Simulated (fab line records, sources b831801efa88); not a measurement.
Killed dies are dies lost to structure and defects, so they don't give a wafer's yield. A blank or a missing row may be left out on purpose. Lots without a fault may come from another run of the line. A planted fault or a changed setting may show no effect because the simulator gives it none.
fab line records | flow sky130 | part 1 of 2: steps 1 to 24 of 36
record lots=5 wafers=15 last_day=50
route steps=708 shown CONTACT@430 METAL1@434 VIA1@458
lots that met no fault: from a run of the same line without faults
start_h: hours from the record's first day to the start of the lot's first wafer shown | wait_h: hours since the lot's step before | " the same as in the row above | L1.1+2: a row that stands for several wafers | - no value, or no start given | * or withheld: withheld | < > ~ a bound
route shown NAME@n: a module of which the file shows steps, and the number in the route of the first | usual: mean/standard deviation of fault-free wafers | same: alike in all rows | chamber/n: place in a boat | sites: the reading at each site | _std_site: their standard deviation | _edge_site: outer sites' mean less inner sites' | radius_mm: how far each site lies from the wafer's centre | mask NAME#n: copy n | behind: the tool/chamber that last shaped the wafer | hold: why the lot was held/for how many hours/how that ended | device: the transistor (n, p or np) that didn't switch | end of line: the same wafers' tests at the end of the route | a step without rows: its recipe alone | killed: dies lost to structure and defects at the first sort, not the wafer's yield | map: a wafer's dies, x killed, . not, _ none there
set.NAME: the setting as run; set.NAME@STEP: as run at that earlier step | model.NAME: the simulator's own value behind a step, which no gauge read
lots at some steps of the route; a table a step, a row a wafer
services: from which hour (start_h, from the record's first day; less than 0 if before it) a tool's chamber was out of use, for how many hours, and why
## steps
# step SKY_CONTACT_CVD_24
# recipe material=W target_thk_nm=340 time_s=102.12 temp_c=400 pressure_torr=40
# usual heater_power_w=886/53
# columns lot.wafer tool chamber start_h wait_h heater_power_w
L075.1 cvd_w-01 0 746.68 0.0 860
L075.4 " 0 " " 851
L075.5 " 1 " " 874
L074.3 cvd_w-02 1 748.20 0.1 834
L074.4 " 0 " " 999
L074.6 " 0 " " 992
L076.3 cvd_w-01 1 761.51 0.1 866
L076.4 " 0 " " 883
L076.5 " 1 " " 855
L093.2 cvd_w-01 1 876.47 0.0 887
L093.3 " 1 " " 873
L093.6 " 1 " " 892
L097.4 cvd_w-01 1 902.62 0.1 870
L097.5 " 0 " " 870
L097.6 " 1 " " 878
# step SKY_CONTACT_RS_MEAS_25
# recipe thk_meas_gauge=four-point-probe reads=W_of_CONTACT_CVD_24+TiN_of_CONTACT_SPUTTER_23
# usual CONTACT_W_RS=0.340/0.0039
# columns lot.wafer tool chamber start_h wait_h CONTACT_W_RS[ohm/sq]
L075.1 film_metro-03 - 746.79 0.1 0.341
L075.4 " - " " 0.335
L075.5 " - " " 0.344
L074.3 film_metro-03 - 748.40 0.2 0.335
L074.4 " - " " 0.338
L074.6 " - " " 0.340
L076.3 film_metro-03 - 761.63 0.1 0.336
L076.4 " - " " 0.338
L076.5 " - " " 0.342
L093.2 film_metro-04 - 876.60 0.1 0.339
L093.3 " - " " 0.343
L093.6 " - " " 0.340
L097.4 film_metro-02 - 902.75 0.1 0.340
L097.5 " - " " 0.340
L097.6 " - " " 0.342
# step SKY_CONTACT_THK_MEAS_26
# recipe thk_meas_gauge=xrf reads=W_of_CONTACT_CVD_24
# usual CONTACT_W_THK=348/4.6
# columns lot.wafer tool chamber start_h wait_h CONTACT_W_THK[nm]
L075.1 film_metro-03 - 746.91 0.1 346
L075.4 " - " " 353
L075.5 " - " " 343
L074.3 film_metro-03 - 748.50 0.1 353
L074.4 " - " " 349
L074.6 " - " " 348
L076.3 film_metro-03 - 761.73 0.1 352
L076.4 " - " " 351
L076.5 " - " " 346
L093.2 film_metro-04 - 876.71 0.1 347
L093.3 " - " " 342
L093.6 " - " " 347
L097.4 film_metro-02 - 902.84 0.1 347
L097.5 " - " " 347
L097.6 " - " " 347
# step SKY_CONTACT_CMP_27
# recipe stop_on=SiO2 t_overpolish_s=15 down_force_psi=3.5 platen_rpm=60 target_thk_nm=0 pad_velocity_m_s=0.94248
# usual motor_current_A=11.1/1.4 overpolish_run_s=15.000/0.0086 time_to_endpoint_s=83/3.8
# columns lot.wafer tool chamber start_h wait_h motor_current_A overpolish_run_s time_to_endpoint_s
L075.1 cmp-02 1 747.07 0.1 13.9 15.000 81
L075.4 " 2 " " 11.4 14.992 87
L075.5 " 3 " " 10.0 15.009 83
L074.3 cmp-02 0 748.74 0.2 10.2 15.012 83
L074.4 " 2 " " 11.1 15.003 87
L074.6 " 0 " " 9.9 15.004 89
L076.3 cmp-02 2 761.87 0.1 11.6 14.997 91
L076.4 " 3 " " 10.1 14.998 86
L076.5 " 0 " " 9.8 14.979 81
L093.2 cmp-02 1 876.76 0.0 13.4 15.000 82
L093.3 " 3 " " 9.8 14.993 83
L093.6 " 2 " " 11.9 15.020 84
L097.4 cmp-01 3 902.92 0.1 12.0 14.999 82
L097.5 " 2 " " 9.3 14.999 78
L097.6 " 3 " " 11.6 14.991 82
# step SKY_METAL1_SPUTTER_00
# recipe material=Ti target_thk_nm=15 power_w=3000 time_s=10 chamber_pressure_pa=0.4
# usual throttle_valve_pct=30.1/1
# columns lot.wafer tool chamber start_h wait_h throttle_valve_pct
L075.1 pvd_sputter-01 - 747.27 0.1 29.8
L075.4 " - " " 30.2
L075.5 " - " " 29.9
L074.3 pvd_sputter-04 - 748.99 0.2 30.4
L074.4 " - " " 30.5
L074.6 " - " " 30.2
L076.3 pvd_sputter-01 - 762.07 0.1 30.0
L076.4 " - " " 30.2
L076.5 " - " " 29.2
L093.2 pvd_sputter-04 - 877.06 0.2 32.2
L093.3 " - " " 30.8
L093.6 " - " " 30.7
L097.4 pvd_sputter-01 - 903.17 0.2 30.0
L097.5 " - " " 29.3
L097.6 " - " " 29.8
# step SKY_METAL1_SPUTTER_01
# recipe material=TiN target_thk_nm=20 power_w=6500 time_s=16.7 chamber_pressure_pa=0.4
# usual throttle_valve_pct=30.0/1
# columns lot.wafer tool chamber start_h wait_h throttle_valve_pct
L075.1 pvd_sputter-01 - 747.29 0.0 29.8
L075.4 " - " " 30.1
L075.5 " - " " 29.8
L074.3 pvd_sputter-04 - 749.01 0.0 30.5
L074.4 " - " " 30.6
L074.6 " - " " 30.2
L076.3 pvd_sputter-01 - 762.09 0.0 29.6
L076.4 " - " " 30.4
L076.5 " - " " 28.9
L093.2 pvd_sputter-04 - 877.08 0.0 32.1
L093.3 " - " " 30.4
L093.6 " - " " 30.5
L097.4 pvd_sputter-01 - 903.19 0.0 29.9
L097.5 " - " " 29.2
L097.6 " - " " 30.0
# step SKY_METAL1_SPUTTER_02
# recipe material=AlCu target_thk_nm=250 power_w=10600 time_s=13.3 chamber_pressure_pa=0.4
# usual throttle_valve_pct=30.1/1
# columns lot.wafer tool chamber start_h wait_h throttle_valve_pct
L075.1 pvd_sputter-01 - 747.32 0.0 29.6
L075.4 " - " " 30.3
L075.5 " - " " 29.8
L074.3 pvd_sputter-04 - 749.04 0.0 30.5
L074.4 " - " " 30.5
L074.6 " - " " 30.4
L076.3 pvd_sputter-01 - 762.11 0.0 29.7
L076.4 " - " " 30.3
L076.5 " - " " 28.7
L093.2 pvd_sputter-04 - 877.11 0.0 32.2
L093.3 " - " " 30.5
L093.6 " - " " 30.3
L097.4 pvd_sputter-01 - 903.22 0.0 30.0
L097.5 " - " " 29.1
L097.6 " - " " 29.9
# step SKY_METAL1_SPUTTER_03
# recipe material=Ti target_thk_nm=5 power_w=3000 time_s=3.3 chamber_pressure_pa=0.4
# usual throttle_valve_pct=30.0/1
# columns lot.wafer tool chamber start_h wait_h throttle_valve_pct
L075.1 pvd_sputter-01 - 747.34 0.0 30.0
L075.4 " - " " 30.2
L075.5 " - " " 30.0
L074.3 pvd_sputter-04 - 749.06 0.0 30.4
L074.4 " - " " 30.2
L074.6 " - " " 30.5
L076.3 pvd_sputter-01 - 762.14 0.0 30.0
L076.4 " - " " 30.2
L076.5 " - " " 29.0
L093.2 pvd_sputter-04 - 877.13 0.0 32.3
L093.3 " - " " 30.7
L093.6 " - " " 30.1
L097.4 pvd_sputter-01 - 903.24 0.0 29.7
L097.5 " - " " 28.9
L097.6 " - " " 29.6
# step SKY_METAL1_SPUTTER_04
# recipe material=TiN target_thk_nm=70 power_w=6500 time_s=58.3 chamber_pressure_pa=0.4
# usual throttle_valve_pct=30.1/1
# columns lot.wafer tool chamber start_h wait_h throttle_valve_pct
L075.1 pvd_sputter-01 - 747.36 0.0 29.6
L075.4 " - " " 29.9
L075.5 " - " " 30.0
L074.3 pvd_sputter-04 - 749.08 0.0 30.8
L074.4 " - " " 30.4
L074.6 " - " " 30.2
L076.3 pvd_sputter-01 - 762.16 0.0 29.8
L076.4 " - " " 30.5
L076.5 " - " " 29.0
L093.2 pvd_sputter-04 - 877.15 0.0 32.3
L093.3 " - " " 30.2
L093.6 " - " " 30.3
L097.4 pvd_sputter-01 - 903.26 0.0 29.6
L097.5 " - " " 29.0
L097.6 " - " " 29.8
# step SKY_METAL1_RS_MEAS_05
# recipe thk_meas_gauge=four-point-probe reads=TiN_of_METAL1_SPUTTER_04+Ti_of_METAL1_SPUTTER_03+AlCu_of_METAL1_SPUTTER_02+TiN_of_METAL1_SPUTTER_01+Ti_of_METAL1_SPUTTER_00
# usual METAL1_ALCU_RS=0.1267/0.0013
# columns lot.wafer tool chamber start_h wait_h METAL1_ALCU_RS[ohm/sq]
L075.1 film_metro-01 - 747.41 0.0 0.1257
L075.4 " - " " 0.1242
L075.5 " - " " 0.1261
L074.3 film_metro-03 - 749.17 0.1 0.1286
L074.4 " - " " 0.1272
L074.6 " - " " 0.1267
L076.3 film_metro-02 - 762.25 0.1 0.1294
L076.4 " - " " 0.1277
L076.5 " - " " 0.1269
L093.2 film_metro-03 - 877.22 0.0 0.1273
L093.3 " - " " 0.1289
L093.6 " - " " 0.1287
L097.4 film_metro-01 - 903.37 0.1 0.1282
L097.5 " - " " 0.1279
L097.6 " - " " 0.1284
# step SKY_METAL1_THK_MEAS_06
# recipe thk_meas_gauge=xrf reads=AlCu_of_METAL1_SPUTTER_02
# usual METAL1_ALCU_THK=254/3
# columns lot.wafer tool chamber start_h wait_h METAL1_ALCU_THK[nm]
L075.1 film_metro-01 - 747.53 0.1 252
L075.4 " - " " 255
L075.5 " - " " 253
L074.3 film_metro-03 - 749.27 0.1 251
L074.4 " - " " 254
L074.6 " - " " 254
L076.3 film_metro-02 - 762.35 0.1 248
L076.4 " - " " 251
L076.5 " - " " 252
L093.2 film_metro-03 - 877.33 0.1 255
L093.3 " - " " 254
L093.6 " - " " 252
L097.4 film_metro-01 - 903.46 0.1 248
L097.5 " - " " 249
L097.6 " - " " 250
# step SKY_METAL1_DEHYDRATE_07
# recipe temp_c=200 time_s=60
# usual resist_line_temp_C=22.99/0.12
# columns lot.wafer tool chamber start_h wait_h resist_line_temp_C
L075.1 litho_track-03 0 759.01 11.5 22.96
L075.4 " 0 " " 23.03
L075.5 " 0 " " 22.84
L074.3 litho_track-04 0 760.56 11.3 22.98
L074.4 " 0 " " 22.86
L074.6 " 0 " " 22.84
L076.3 litho_track-02 0 775.77 13.4 23.00
L076.4 " 0 " " 22.90
L076.5 " 0 " " 23.09
L093.2 litho_track-02 0 890.04 12.7 22.94
L093.3 " 0 " " 22.75
L093.6 " 0 " " 22.76
L097.4 litho_track-04 0 915.53 12.1 23.01
L097.5 " 0 " " 23.10
L097.6 " 0 " " 22.95
# step SKY_METAL1_HMDS_08
# recipe prime_time_s=60 prime_temp_c=120
# usual resist_line_temp_C=23.00/0.099
# columns lot.wafer tool chamber start_h wait_h resist_line_temp_C
L075.1 litho_track-03 0 759.16 0.1 22.98
L075.4 " 0 " " 22.96
L075.5 " 0 " " 22.93
L074.3 litho_track-04 0 760.71 0.1 22.89
L074.4 " 0 " " 23.03
L074.6 " 0 " " 23.00
L076.3 litho_track-02 0 775.92 0.1 23.14
L076.4 " 0 " " 23.25
L076.5 " 0 " " 23.05
L093.2 litho_track-02 0 890.19 0.1 22.95
L093.3 " 0 " " 23.03
L093.6 " 0 " " 23.06
L097.4 litho_track-04 0 915.68 0.1 22.98
L097.5 " 0 " " 22.91
L097.6 " 0 " " 22.99
# step SKY_METAL1_COAT_09
# recipe resist=BARC temp_c=withheld time_s=withheld spin_rpm=3000 resist_thk_nm=60
# usual resist_line_temp_C=*
# columns lot.wafer tool chamber start_h wait_h resist_line_temp_C
L075.1 litho_track-03 0 759.31 0.1 *
L075.4 " 0 " " *
L075.5 " 0 " " *
L074.3 litho_track-04 0 760.86 0.1 *
L074.4 " 0 " " *
L074.6 " 0 " " *
L076.3 litho_track-02 0 776.07 0.1 *
L076.4 " 0 " " *
L076.5 " 0 " " *
L093.2 litho_track-02 0 890.34 0.1 *
L093.3 " 0 " " *
L093.6 " 0 " " *
L097.4 litho_track-04 0 915.83 0.1 *
L097.5 " 0 " " *
L097.6 " 0 " " *
# step SKY_METAL1_COAT_10
# recipe resist=KrF-thick spin_rpm=3000 resist_thk_nm=450
# usual resist_line_temp_C=22.99/0.1
# columns lot.wafer tool chamber start_h wait_h resist_line_temp_C
L075.1 litho_track-03 0 - - 22.87
L075.4 " 0 " " 22.96
L075.5 " 0 " " 23.03
L074.3 litho_track-04 0 - - 23.02
L074.4 " 0 " " 22.89
L074.6 " 0 " " 23.08
L076.3 litho_track-02 0 - - 22.82
L076.4 " 0 " " 23.00
L076.5 " 0 " " 23.06
L093.2 litho_track-02 0 - - 23.04
L093.3 " 0 " " 23.01
L093.6 " 0 " " 23.06
L097.4 litho_track-04 0 - - 22.97
L097.5 " 0 " " 22.81
L097.6 " 0 " " 22.94
# step SKY_METAL1_SOFTBAKE_11
# recipe temp_c=100 time_s=90 resist=KrF-thick
# usual resist_line_temp_C=23.02/0.12
# columns lot.wafer tool chamber start_h wait_h resist_line_temp_C
L075.1 litho_track-03 0 - - 23.36
L075.4 " 0 " " 23.17
L075.5 " 0 " " 23.26
L074.3 litho_track-04 0 - - 22.92
L074.4 " 0 " " 22.93
L074.6 " 0 " " 23.03
L076.3 litho_track-02 0 - - 22.86
L076.4 " 0 " " 23.06
L076.5 " 0 " " 22.97
L093.2 litho_track-02 0 - - 22.95
L093.3 " 0 " " 23.03
L093.6 " 0 " " 22.92
L097.4 litho_track-04 0 - - 23.12
L097.5 " 0 " " 23.04
L097.6 " 0 " " 22.98
# step SKY_METAL1_EXPOSE_12
# recipe mask_id=MM1 na=0.8 source_shape=annular sigma_inner=0.55 sigma_outer=0.85 target_cd_nm=140 dose_mj=28
# same na=0.8 sigma_outer=0.85
# columns lot.wafer tool chamber start_h wait_h mask
L075.1+4+5 krf_scanner-01 0 - - MM1#0
L074.3+4+6 krf_scanner-02 0 - - MM1#0
L076.3+4+5 krf_scanner-02 0 - - MM1#0
L093.2+3+6 krf_scanner-01 0 - - MM1#0
L097.4+5+6 krf_scanner-01 0 - - MM1#0
# step SKY_METAL1_PEB_13
# recipe peb_temp_c=withheld peb_time_s=withheld resist=KrF-thick
# usual resist_line_temp_C=*
# columns lot.wafer tool chamber start_h wait_h resist_line_temp_C
L075.1 litho_track-04 0 - - *
L075.4 " 0 " " *
L075.5 " 0 " " *
L074.3 litho_track-02 0 - - *
L074.4 " 0 " " *
L074.6 " 0 " " *
L076.3 litho_track-04 0 - - *
L076.4 " 0 " " *
L076.5 " 0 " " *
L093.2 litho_track-03 0 - - *
L093.3 " 0 " " *
L093.6 " 0 " " *
L097.4 litho_track-04 0 - - *
L097.5 " 0 " " *
L097.6 " 0 " " *
# step SKY_METAL1_DEVELOP_14
# recipe develop_time_s=60 resist=KrF-thick dev_temp_c=21
# usual developer_temp_C=21.00/0.098 resist_line_temp_C=23.00/0.11
# columns lot.wafer tool chamber start_h wait_h developer_temp_C resist_line_temp_C
L075.1 litho_track-04 0 - - 20.90 23.10
L075.4 " 0 " " 21.07 22.91
L075.5 " 0 " " 21.05 23.08
L074.3 litho_track-02 0 - - 20.91 23.03
L074.4 " 0 " " 21.01 23.07
L074.6 " 0 " " 21.01 23.18
L076.3 litho_track-04 0 - - 20.94 22.97
L076.4 " 0 " " 20.83 23.11
L076.5 " 0 " " 20.96 23.06
L093.2 litho_track-03 0 - - 21.02 23.06
L093.3 " 0 " " 21.10 23.13
L093.6 " 0 " " 21.02 22.97
L097.4 litho_track-04 0 - - 20.88 23.11
L097.5 " 0 " " 20.86 22.94
L097.6 " 0 " " 20.95 22.94
# step SKY_METAL1_CD_MEAS_15
# recipe target_cd_nm=140
# usual cd_nm=139.9/1.6
# columns lot.wafer tool chamber start_h wait_h cd_nm
L075.1 cd_sem-02 - 773.71 - 141.0
L075.4 " - " " 143.0
L075.5 " - " " 139.5
L074.3 cd_sem-01 - 775.76 - 138.9
L074.4 " - " " 137.9
L074.6 " - " " 138.2
L076.3 cd_sem-01 - 788.90 - 142.3
L076.4 " - " " 141.0
L076.5 " - " " 140.9
L093.2 cd_sem-01 - 902.39 - 140.2
L093.3 " - " " 138.7
L093.6 " - " " 138.8
L097.4 cd_sem-01 - 927.72 - 139.1
L097.5 " - " " 138.0
L097.6 " - " " 138.6
# step SKY_METAL1_OVL_MEAS_16
# usual METAL1_OVL=0/5.3
# columns lot.wafer tool chamber start_h wait_h METAL1_OVL[nm]
L075.1 overlay-01 - 773.83 0.1 6
L075.4 " - " " -4
L075.5 " - " " 1
L074.3 overlay-01 - 775.85 0.1 -10
L074.4 " - " " -3
L074.6 " - " " -7
L076.3 overlay-01 - 788.99 0.1 4
L076.4 " - " " 1
L076.5 " - " " -1
L093.2 overlay-01 - 902.49 0.1 2
L093.3 " - " " 0
L093.6 " - " " 7
L097.4 overlay-02 - 927.80 0.1 15
L097.5 " - " " 9
L097.6 " - " " 17
# step SKY_METAL1_DESCUM_17
# recipe chemistry=O2 source_power_w=150 bias_power_w=0 pressure_mtorr=10 temp_c=40 time_s=8
# usual drypump_motor_current_A=5.5/0.53 oes_product_au=0.997/0.012
# same bias_power_w=0
# columns lot.wafer tool chamber start_h wait_h drypump_motor_current_A oes_product_au rf_hours_counter_h
L075.1 rie_metal-03 0 773.87 0.0 5.6 0.979 3
L075.4 " 1 " " 5.1 1.011 -
L075.5 " 0 " " 5.6 0.984 -
L074.3 rie_metal-04 0 775.89 0.0 4.7 0.981 -
L074.4 " 0 " " 4.8 0.984 -
L074.6 " 0 " " 4.7 0.979 -
L076.3 rie_metal-04 0 789.04 0.0 4.8 0.982 -
L076.4 " 0 " " 4.8 0.990 -
L076.5 " 0 " " 4.8 0.986 -
L093.2 rie_metal-04 0 902.52 0.0 4.8 1.010 2
L093.3 " 0 " " 4.7 1.012 -
L093.6 " 0 " " 4.7 0.984 -
L097.4 rie_metal-03 1 927.83 0.0 5.1 1.024 -
L097.5 " 0 " " 5.6 0.984 -
L097.6 " 1 " " 5.1 1.033 -
# step SKY_METAL1_ETCH_18
# recipe chemistry=N2/H2 target=BARC ion_energy_ev=200 bias_w=100 pressure_mtorr=30 n2_flow_sccm=100 h2_flow_sccm=200 icp_w=500 stop_on=SiO2 time_s=45.9 target_depth_a=600
# usual drypump_motor_current_A=5.5/0.53 oes_product_au=0.854/0.005 throttle_valve_pct=13.225/0.0086
# columns lot.wafer tool chamber start_h wait_h drypump_motor_current_A oes_product_au rf_hours_counter_h throttle_valve_pct
L075.1 rie_metal-03 0 773.91 0.0 5.6 0.857 3 13.243
L075.4 " 1 " " 5.1 0.843 - 13.211
L075.5 " 0 " " 5.6 0.860 - 13.229
L074.3 rie_metal-04 0 775.98 0.1 4.8 0.857 - 13.223
L074.4 " 0 " " 4.8 0.861 - 13.225
L074.6 " 0 " " 4.8 0.856 - 13.223
L076.3 rie_metal-04 0 789.12 0.1 4.8 0.848 - 13.223
L076.4 " 0 " " 4.8 0.851 - 13.223
L076.5 " 0 " " 4.8 0.852 - 13.220
L093.2 rie_metal-04 0 902.55 0.0 4.8 0.846 2 13.214
L093.3 " 0 " " 4.8 0.858 - 13.224
L093.6 " 0 " " 4.8 0.852 - 13.224
L097.4 rie_metal-03 1 927.87 0.0 5.1 0.848 - 13.218
L097.5 " 0 " " 5.6 0.853 - 13.210
L097.6 " 1 " " 5.1 0.856 - 13.228
# step SKY_METAL1_METAL_ETCH_19
# recipe target_depth_a=3600 stop_on=SiO2 over_etch_frac=0.3 time_s=78 chemistry=Cl2/BCl3 resist_sidewall_deg=88 pressure_mtorr=10 icp_w=900 bias_w=48.5 Cl2_flow_sccm=60 bcl3_flow_sccm=30
# usual drypump_motor_current_A=5.5/0.52 oes_product_au=0.855/0.0056 throttle_valve_pct=22.264/0.0091
# columns lot.wafer tool chamber start_h wait_h drypump_motor_current_A oes_product_au rf_hours_counter_h throttle_valve_pct
L075.1 rie_metal-03 0 773.99 0.1 5.6 0.855 3 22.256
L075.4 " 1 " " 5.1 0.858 - 22.274
L075.5 " 0 " " 5.6 0.855 - 22.268
L074.3 rie_metal-04 0 776.12 0.1 4.8 0.849 - 22.260
L074.4 " 0 " " 4.8 0.851 - 22.263
L074.6 " 0 " " 4.8 0.864 - 22.257
L076.3 rie_metal-04 0 789.27 0.1 4.8 0.855 - 22.277
L076.4 " 0 " " 4.8 0.861 - 22.263
L076.5 " 0 " " 4.8 0.858 - 22.264
L093.2 rie_metal-04 0 902.62 0.0 4.8 0.854 2 22.263
L093.3 " 0 " " 4.8 0.851 - 22.275
L093.6 " 0 " " 4.8 0.849 - 22.261
L097.4 rie_metal-03 1 927.94 0.1 5.1 0.847 - 22.273
L097.5 " 0 " " 5.6 0.852 - 22.273
L097.6 " 1 " " 5.1 0.848 - 22.273
